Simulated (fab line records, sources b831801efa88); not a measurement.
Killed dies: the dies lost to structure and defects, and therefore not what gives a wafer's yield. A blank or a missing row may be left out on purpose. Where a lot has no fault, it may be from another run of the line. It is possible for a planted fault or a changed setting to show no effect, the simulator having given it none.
fab line records + flow gf180mcu
record
- lots=12
- wafers=36
- last-day=34
route steps=602 shown HV_LDD@210 M1@315
lots that met no fault: taken from a fault-free run of the same line
start-h: hours from the record's first day to the start of the lot's first wafer shown + wait-h: hours from the lot's prior step to this one + " as in the row above + L1.1+2: one row covering several wafers at once + - value missing, or start not given + * or withheld: withheld + < > ~ a bound
route shown NAME@n: a module of which the file shows steps, and the number in the route of the first + usual: mean/standard deviation of fault-free wafers + same: alike in all rows + chamber/n: place in a boat + sites: each site's reading + _std_site: how widely they spread, as a standard deviation + _edge_site: outer sites' mean less inner sites' + radius-mm: for every site, how far away it sits from the centre of the wafer + mask NAME#n: copy n + behind: tool/chamber where the wafer was last shaped + hold: what put the lot on hold/how long, in hours/how the hold closed + device: names the non-switching transistor (n, p or np) + end of line: at the end of the route, the tests of the same wafers + step lacking rows: just its recipe + killed: dies lost to structure and defects at the first sort, not the wafer's yield + map: a wafer's dies, marking killed ones x, the rest . and places with no die _
set.NAME: the run value of the setting; set.NAME@STEP: its run value at that earlier step + model.NAME: the simulator's own value behind a step, which no gauge read
route steps across a sampled set of lots; one table per step, one row per wafer
services: when a tool's chamber went out of use (start-h, in hours from the record's first day, below 0 if earlier), for how many hours, and the reason
## steps
# step GF_HV_LDD_IMPLANT_34
# recipe
- species=P
- energy-kev=60
- dose-cm2=7.5e+12
- tilt-deg=30
- rotation-deg=90
# usual
- dose-ions-cm2=7.5e+12/7.6e+09
- end-station-pressure-torr=5.05e-06/2.5e-07
- faraday-current-uA=42.3/0.83
# same
- implant-ion-amu=31
| lot.wafer | tool         | chamber | start-h | wait-h | dose-ions-cm2 | end-station-pressure-torr | faraday-current-uA |
|-----------|--------------|---------|---------|--------|---------------|---------------------------|--------------------|
| L272.2    | implanter-01 | 0       | 254.30  | 0.1    | 7.495e+12     | 4.85e-06                  | 42.3               |
| L272.4    | "            | 0       | "       | "      | 7.496e+12     | 5.71e-06                  | 43.4               |
| L272.5    | "            | 0       | "       | "      | 7.498e+12     | 4.88e-06                  | 43.4               |
| L273.1    | implanter-02 | 0       | 268.92  | 0.1    | 7.496e+12     | 5.02e-06                  | 42.8               |
| L273.2    | "            | 0       | "       | "      | 7.493e+12     | 5.13e-06                  | 41.9               |
| L273.5    | "            | 0       | "       | "      | 7.509e+12     | 5.16e-06                  | 42.3               |
| L274.2    | implanter-02 | 0       | 270.71  | 0.1    | 7.505e+12     | 5.34e-06                  | 42.5               |
| L274.5    | "            | 0       | "       | "      | 7.489e+12     | 5.2e-06                   | 42.9               |
| L274.6    | "            | 0       | "       | "      | 7.497e+12     | 5.18e-06                  | 41.3               |
| L275.2    | implanter-03 | 0       | 281.96  | 0.1    | 7.485e+12     | 5.03e-06                  | 41.8               |
| L275.3    | "            | 0       | "       | "      | 7.496e+12     | 5.04e-06                  | 41.2               |
| L275.5    | "            | 0       | "       | "      | 7.492e+12     | 5.23e-06                  | 42.7               |
| L276.1    | implanter-03 | 0       | 286.97  | 0.1    | 7.507e+12     | 5.07e-06                  | 42.6               |
| L276.5    | "            | 0       | "       | "      | 7.504e+12     | 5.37e-06                  | 42.6               |
| L276.6    | "            | 0       | "       | "      | 7.504e+12     | 4.71e-06                  | 41.7               |
| L277.3    | implanter-03 | 0       | 299.98  | 0.1    | 7.506e+12     | 4.67e-06                  | 40.8               |
| L277.4    | "            | 0       | "       | "      | 7.502e+12     | 5.11e-06                  | 41.1               |
| L277.6    | "            | 0       | "       | "      | 7.503e+12     | 4.88e-06                  | 43.7               |
| L278.1    | implanter-01 | 0       | 301.23  | 0.1    | 7.495e+12     | 5.33e-06                  | 41.2               |
| L278.2    | "            | 0       | "       | "      | 7.511e+12     | 4.98e-06                  | 40.6               |
| L278.5    | "            | 0       | "       | "      | 7.511e+12     | 5.3e-06                   | 43.7               |
| L287.1    | implanter-03 | 0       | 376.39  | 0.1    | 8.652e+12     | 5.32e-06                  | 48.8               |
| L287.4    | "            | 0       | "       | "      | 8.645e+12     | 5.17e-06                  | 48.1               |
| L287.5    | "            | 0       | "       | "      | 8.646e+12     | 5.15e-06                  | 48.8               |
| L288.1    | implanter-03 | 0       | 385.79  | 0.1    | 8.651e+12     | 4.79e-06                  | 49.3               |
| L288.5    | "            | 0       | "       | "      | 8.652e+12     | 5.04e-06                  | 49.6               |
| L288.6    | "            | 0       | "       | "      | 8.637e+12     | 5.27e-06                  | 48.8               |
| L292.1    | implanter-01 | 0       | 415.24  | 0.1    | 7.511e+12     | 5.21e-06                  | 41.3               |
| L292.3    | "            | 0       | "       | "      | 7.491e+12     | 4.89e-06                  | 42.2               |
| L292.6    | "            | 0       | "       | "      | 7.516e+12     | 5.37e-06                  | 41.5               |
| L294.2    | implanter-02 | 0       | 431.15  | 0.1    | 7.506e+12     | 5.12e-06                  | 43.1               |
| L294.3    | "            | 0       | "       | "      | 7.499e+12     | 5.45e-06                  | 42.3               |
| L294.6    | "            | 0       | "       | "      | 7.507e+12     | 4.49e-06                  | 42.3               |
| L295.2    | implanter-01 | 0       | 437.03  | 0.1    | 7.487e+12     | 4.9e-06                   | 42.8               |
| L295.3    | "            | 0       | "       | "      | 7.492e+12     | 5.1e-06                   | 43.6               |
| L295.6    | "            | 0       | "       | "      | 7.506e+12     | 5.27e-06                  | 40.9               |
# step GF_HV_LDD_TW_MEAS_38
# usual
- HV_LDD_3_TW=1441/6.3
| lot.wafer | tool          | chamber | start-h | wait-h | HV_LDD_3_TW |
|-----------|---------------|---------|---------|--------|-------------|
| L272.2    | film-metro-01 | -       | 254.83  | 0.1    | 1444        |
| L272.4    | "             | -       | "       | "      | 1442        |
| L272.5    | "             | -       | "       | "      | 1447        |
| L273.1    | film-metro-01 | -       | 269.47  | 0.1    | 1442        |
| L273.2    | "             | -       | "       | "      | 1438        |
| L273.5    | "             | -       | "       | "      | 1444        |
| L274.2    | film-metro-04 | -       | 271.24  | 0.1    | 1443        |
| L274.5    | "             | -       | "       | "      | 1450        |
| L274.6    | "             | -       | "       | "      | 1445        |
| L275.2    | film-metro-01 | -       | 282.49  | 0.1    | 1440        |
| L275.3    | "             | -       | "       | "      | 1439        |
| L275.5    | "             | -       | "       | "      | 1443        |
| L276.1    | film-metro-03 | -       | 287.52  | 0.1    | 1439        |
| L276.5    | "             | -       | "       | "      | 1444        |
| L276.6    | "             | -       | "       | "      | 1445        |
| L277.3    | film-metro-04 | -       | 300.50  | 0.1    | 1443        |
| L277.4    | "             | -       | "       | "      | 1437        |
| L277.6    | "             | -       | "       | "      | 1438        |
| L278.1    | film-metro-04 | -       | 301.78  | 0.1    | 1434        |
| L278.2    | "             | -       | "       | "      | 1443        |
| L278.5    | "             | -       | "       | "      | 1433        |
| L287.1    | film-metro-03 | -       | 376.94  | 0.1    | 1457        |
| L287.4    | "             | -       | "       | "      | 1446        |
| L287.5    | "             | -       | "       | "      | 1449        |
| L288.1    | film-metro-03 | -       | 386.34  | 0.1    | 1467        |
| L288.5    | "             | -       | "       | "      | 1474        |
| L288.6    | "             | -       | "       | "      | 1469        |
| L292.1    | film-metro-01 | -       | 415.79  | 0.1    | 1446        |
| L292.3    | "             | -       | "       | "      | 1452        |
| L292.6    | "             | -       | "       | "      | 1442        |
| L294.2    | film-metro-04 | -       | 431.69  | 0.1    | 1444        |
| L294.3    | "             | -       | "       | "      | 1435        |
| L294.6    | "             | -       | "       | "      | 1448        |
| L295.2    | film-metro-03 | -       | 437.57  | 0.1    | 1450        |
| L295.3    | "             | -       | "       | "      | 1442        |
| L295.6    | "             | -       | "       | "      | 1441        |
# step GF_HV_LDD_RS_MEAS_53
# recipe
- thk-meas-gauge=four-point-probe
# usual
- HV_LDD_RS=418.3/0.94
| lot.wafer | tool          | chamber | start-h | wait-h | HV_LDD_RS[ohm/sq] |
|-----------|---------------|---------|---------|--------|-------------------|
| L272.2    | film-metro-03 | -       | 274.52  | 0.1    | 418.0             |
| L272.4    | "             | -       | "       | "      | 418.2             |
| L272.5    | "             | -       | "       | "      | 418.9             |
| L273.1    | film-metro-01 | -       | 289.31  | 0.1    | 419.0             |
| L273.2    | "             | -       | "       | "      | 418.9             |
| L273.5    | "             | -       | "       | "      | 418.8             |
| L274.2    | film-metro-04 | -       | 291.63  | 0.1    | 419.1             |
| L274.5    | "             | -       | "       | "      | 418.7             |
| L274.6    | "             | -       | "       | "      | 419.3             |
| L275.2    | film-metro-04 | -       | 302.57  | 0.1    | 418.8             |
| L275.3    | "             | -       | "       | "      | 418.2             |
| L275.5    | "             | -       | "       | "      | 418.1             |
| L276.1    | film-metro-01 | -       | 308.00  | 0.1    | 418.9             |
| L276.5    | "             | -       | "       | "      | 419.9             |
| L276.6    | "             | -       | "       | "      | 419.6             |
| L277.3    | film-metro-01 | -       | 321.04  | 0.1    | 418.2             |
| L277.4    | "             | -       | "       | "      | 419.5             |
| L277.6    | "             | -       | "       | "      | 418.7             |
| L278.1    | film-metro-01 | -       | 322.81  | 0.1    | 418.0             |
| L278.2    | "             | -       | "       | "      | 418.2             |
| L278.5    | "             | -       | "       | "      | 418.6             |
| L287.1    | film-metro-01 | -       | 401.16  | 0.1    | 414.2             |
| L287.4    | "             | -       | "       | "      | 413.7             |
| L287.5    | "             | -       | "       | "      | 414.4             |
| L288.1    | film-metro-04 | -       | 410.85  | 0.1    | 415.4             |
| L288.5    | "             | -       | "       | "      | 415.3             |
| L288.6    | "             | -       | "       | "      | 415.0             |
| L292.1    | film-metro-01 | -       | 441.07  | 0.1    | 416.0             |
| L292.3    | "             | -       | "       | "      | 417.7             |
| L292.6    | "             | -       | "       | "      | 417.4             |
| L294.2    | film-metro-03 | -       | 457.27  | 0.1    | 420.0             |
| L294.3    | "             | -       | "       | "      | 419.5             |
| L294.6    | "             | -       | "       | "      | 420.3             |
| L295.2    | film-metro-03 | -       | 463.63  | 0.1    | 417.3             |
| L295.3    | "             | -       | "       | "      | 417.7             |
| L295.6    | "             | -       | "       | "      | 416.3             |
# step GF_M1_SPUTTER_00
# recipe
- material=Ti
- target-thk-nm=37.5
- arriving-ion-energy-ev=80
- substrate-temp-c=200
- chamber-pressure-pa=2
- power-w=4000
- time-s=150
# usual
- throttle-valve-pct=30.0/0.97
| lot.wafer | tool           | chamber | start-h | wait-h | throttle-valve-pct |
|-----------|----------------|---------|---------|--------|--------------------|
| L272.2    | pvd-sputter-02 | -       | 363.74  | 0.2    | 28.7               |
| L272.4    | "              | -       | "       | "      | 30.7               |
| L272.5    | "              | -       | "       | "      | 28.5               |
| L273.1    | pvd-sputter-04 | -       | 381.78  | 0.2    | 31.9               |
| L273.2    | "              | -       | "       | "      | 28.2               |
| L273.5    | "              | -       | "       | "      | 28.5               |
| L274.2    | pvd-sputter-01 | -       | 386.18  | 0.1    | 29.4               |
| L274.5    | "              | -       | "       | "      | 29.4               |
| L274.6    | "              | -       | "       | "      | 29.5               |
| L275.2    | pvd-sputter-01 | -       | 398.27  | 0.1    | 31.2               |
| L275.3    | "              | -       | "       | "      | 29.4               |
| L275.5    | "              | -       | "       | "      | 31.3               |
| L276.1    | pvd-sputter-01 | -       | 404.06  | 0.1    | 30.6               |
| L276.5    | "              | -       | "       | "      | 29.7               |
| L276.6    | "              | -       | "       | "      | 29.4               |
| L277.3    | pvd-sputter-04 | -       | 419.12  | 0.1    | 30.1               |
| L277.4    | "              | -       | "       | "      | 32.0               |
| L277.6    | "              | -       | "       | "      | 28.4               |
| L278.1    | pvd-sputter-01 | -       | 423.63  | 0.2    | 31.2               |
| L278.2    | "              | -       | "       | "      | 29.5               |
| L278.5    | "              | -       | "       | "      | 31.1               |
| L287.1    | pvd-sputter-01 | -       | 504.02  | 0.1    | 31.2               |
| L287.4    | "              | -       | "       | "      | 29.4               |
| L287.5    | "              | -       | "       | "      | 29.4               |
| L288.1    | pvd-sputter-01 | -       | 514.22  | 0.2    | 31.3               |
| L288.5    | "              | -       | "       | "      | 29.5               |
| L288.6    | "              | -       | "       | "      | 31.1               |
| L292.1    | pvd-sputter-01 | -       | 544.56  | 0.2    | 29.5               |
| L292.3    | "              | -       | "       | "      | 29.4               |
| L292.6    | "              | -       | "       | "      | 29.3               |
| L294.2    | pvd-sputter-02 | -       | 559.14  | 0.2    | 29.6               |
| L294.3    | "              | -       | "       | "      | 28.8               |
| L294.6    | "              | -       | "       | "      | 28.7               |
| L295.2    | pvd-sputter-04 | -       | 564.58  | 0.2    | 31.7               |
| L295.3    | "              | -       | "       | "      | 28.6               |
| L295.6    | "              | -       | "       | "      | 30.2               |
# step GF_M1_THK_MEAS_06
# recipe
- thk-meas-gauge=xrf
- reads=AlCu_of_M1_SPUTTER_02
# usual
- M1_ALCU_THK=452/6.6
| lot.wafer | tool          | chamber | start-h | wait-h | M1_ALCU_THK[nm] |
|-----------|---------------|---------|---------|--------|-----------------|
| L272.2    | film-metro-02 | -       | 364.11  | 0.1    | 454             |
| L272.4    | "             | -       | "       | "      | 455             |
| L272.5    | "             | -       | "       | "      | 450             |
| L273.1    | film-metro-02 | -       | 382.12  | 0.1    | 441             |
| L273.2    | "             | -       | "       | "      | 439             |
| L273.5    | "             | -       | "       | "      | 438             |
| L274.2    | film-metro-04 | -       | 386.53  | 0.1    | 453             |
| L274.5    | "             | -       | "       | "      | 452             |
| L274.6    | "             | -       | "       | "      | 450             |
| L275.2    | film-metro-04 | -       | 398.62  | 0.1    | 464             |
| L275.3    | "             | -       | "       | "      | 450             |
| L275.5    | "             | -       | "       | "      | 461             |
| L276.1    | film-metro-03 | -       | 404.40  | 0.1    | 457             |
| L276.5    | "             | -       | "       | "      | 452             |
| L276.6    | "             | -       | "       | "      | 455             |
| L277.3    | film-metro-02 | -       | 419.48  | 0.1    | 459             |
| L277.4    | "             | -       | "       | "      | 442             |
| L277.6    | "             | -       | "       | "      | 443             |
| L278.1    | film-metro-03 | -       | 423.97  | 0.1    | 457             |
| L278.2    | "             | -       | "       | "      | 445             |
| L278.5    | "             | -       | "       | "      | 459             |
| L287.1    | film-metro-04 | -       | 504.36  | 0.1    | 452             |
| L287.4    | "             | -       | "       | "      | 444             |
| L287.5    | "             | -       | "       | "      | 444             |
| L288.1    | film-metro-03 | -       | 514.56  | 0.1    | 452             |
| L288.5    | "             | -       | "       | "      | 444             |
| L288.6    | "             | -       | "       | "      | 455             |
| L292.1    | film-metro-02 | -       | 544.90  | 0.1    | 450             |
| L292.3    | "             | -       | "       | "      | 445             |
| L292.6    | "             | -       | "       | "      | 443             |
| L294.2    | film-metro-02 | -       | 559.49  | 0.1    | 451             |
| L294.3    | "             | -       | "       | "      | 448             |
| L294.6    | "             | -       | "       | "      | 454             |
| L295.2    | film-metro-02 | -       | 564.93  | 0.1    | 448             |
| L295.3    | "             | -       | "       | "      | 444             |
| L295.6    | "             | -       | "       | "      | 456             |
# step GF_M1_OVL_MEAS_15
# usual
- M1_OVL=2/5.3
| lot.wafer | tool       | chamber | start-h | wait-h | M1_OVL[nm] |
|-----------|------------|---------|---------|--------|------------|
| L272.2    | overlay-02 | -       | 387.64  | 0.1    | 4          |
| L272.4    | "          | -       | "       | "      | 3          |
| L272.5    | "          | -       | "       | "      | 4          |
| L273.1    | overlay-01 | -       | 406.34  | 0.1    | 7          |
| L273.2    | "          | -       | "       | "      | 6          |
| L273.5    | "          | -       | "       | "      | 11         |
| L274.2    | overlay-01 | -       | 410.09  | 0.1    | 4          |
| L274.5    | "          | -       | "       | "      | 5          |
| L274.6    | "          | -       | "       | "      | 4          |
| L275.2    | overlay-02 | -       | 422.58  | 0.1    | 2          |
| L275.3    | "          | -       | "       | "      | 5          |
| L275.5    | "          | -       | "       | "      | 2          |
| L276.1    | overlay-01 | -       | 428.60  | 0.1    | -3         |
| L276.5    | "          | -       | "       | "      | -1         |
| L276.6    | "          | -       | "       | "      | -8         |
| L277.3    | overlay-02 | -       | 444.75  | 0.1    | -2         |
| L277.4    | "          | -       | "       | "      | 6          |
| L277.6    | "          | -       | "       | "      | 7          |
| L278.1    | overlay-02 | -       | 448.75  | 0.1    | -4         |
| L278.2    | "          | -       | "       | "      | -1         |
| L278.5    | "          | -       | "       | "      | -8         |
| L287.1    | overlay-02 | -       | 527.78  | 0.1    | 2          |
| L287.4    | "          | -       | "       | "      | -1         |
| L287.5    | "          | -       | "       | "      | -1         |
| L288.1    | overlay-01 | -       | 537.83  | 0.1    | 0          |
| L288.5    | "          | -       | "       | "      | 3          |
| L288.6    | "          | -       | "       | "      | -1         |
| L292.1    | overlay-02 | -       | 567.70  | 0.1    | 6          |
| L292.3    | "          | -       | "       | "      | 7          |
| L292.6    | "          | -       | "       | "      | 9          |
| L294.2    | overlay-02 | -       | 581.50  | 0.1    | 2          |
| L294.3    | "          | -       | "       | "      | 3          |
| L294.6    | "          | -       | "       | "      | 2          |
| L295.2    | overlay-01 | -       | 587.49  | 0.1    | -1         |
| L295.3    | "          | -       | "       | "      | 4          |
| L295.6    | "          | -       | "       | "      | 0          |
## services
| tool           | chamber | start-h | hours | kind                   |
|----------------|---------|---------|-------|------------------------|
| pvd-sputter-04 | -       | 246.70  | 13.6  | repair                 |
| implanter-01   | -       | 251.67  | 2.2   | repair                 |
| implanter-03   | -       | 260.11  | 16.5  | repair                 |
| implanter-03   | -       | 264.53  | 3.4   | repair                 |
| implanter-01   | -       | 266.80  | 10.2  | pm                     |
| implanter-03   | -       | 310.60  | 1.1   | repair                 |
| implanter-02   | -       | 317.76  | 86.2  | pm                     |
| pvd-sputter-01 | 0       | 330.45  | -     | consumable-replace:kit |
| pvd-sputter-01 | 0       | 330.45  | 18.0  | scheduled-down         |
| pvd-sputter-02 | -       | 377.29  | 9.3   | repair                 |
| implanter-03   | -       | 388.99  | 1.7   | repair                 |
| implanter-02   | -       | 403.94  | 5.3   | pm                     |
| implanter-02   | -       | 409.12  | 2.1   | repair                 |
| pvd-sputter-02 | -       | 438.22  | 22.0  | repair                 |
| implanter-02   | -       | 457.06  | 4.8   | pm                     |
| pvd-sputter-04 | -       | 467.95  | 7.3   | repair                 |
| implanter-01   | -       | 493.94  | 3.4   | pm                     |
| pvd-sputter-02 | -       | 501.20  | 6.2   | repair                 |
| implanter-01   | -       | 510.12  | 2.9   | pm                     |
| implanter-01   | -       | 514.37  | 3.1   | repair                 |
| pvd-sputter-01 | -       | 515.94  | 5.4   | repair                 |
| pvd-sputter-02 | -       | 523.85  | 1.9   | repair                 |
| pvd-sputter-04 | -       | 531.03  | 1.6   | repair                 |
| pvd-sputter-01 | -       | 551.28  | 1.9   | repair                 |
## key
first-sign
- step=GF_HV_LDD_IMPLANT_34
- reading=dose-ions-cm2
- direction=up
- sigmas=99+
- usual=7.5e+12
- struck=8.647e+12
effect
- step=GF_HV_LDD_IMPLANT_34
- reading=faraday-current-uA
- direction=up
- sigmas=7.9
- usual=42.3
- struck=48.9
effect
- step=GF_HV_LDD_TW_MEAS_38
- reading=HV_LDD_3_TW
- direction=up
- sigmas=3.1
- usual=1441
- struck=1460
effect
- step=GF_HV_LDD_RS_MEAS_53
- reading=HV_LDD_RS
- direction=down
- sigmas=3.9
- usual=418.3
- struck=414.7
met-at GF_HV_LDD_IMPLANT_34
struck-lots L287,L288
tester-left-out L287,L288
not-acting-at GF_M1_SPUTTER_00,GF_M1_THK_MEAS_06,GF_M1_OVL_MEAS_15
onset-between 299.98 376.39
fault
- kind=process-parameter-drift
- tool=implanter-03
- chamber=-
- onset-h=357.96
- steps=GF_HV_LDD_IMPLANT_34
- channel=dose-cm2
- offset=1.144e+12
- shape=step
- end-h=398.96
- acts-in=these-recipes-only
- stated=7.5e+12
# tester-left-out: of these lots the tester's yield and bins aren't shown, on N5 and GAA mostly nor the transistor test; their killed dies are dies lost to structure and defects alone, not to doping, threshold or leakage, so they don't give the yield
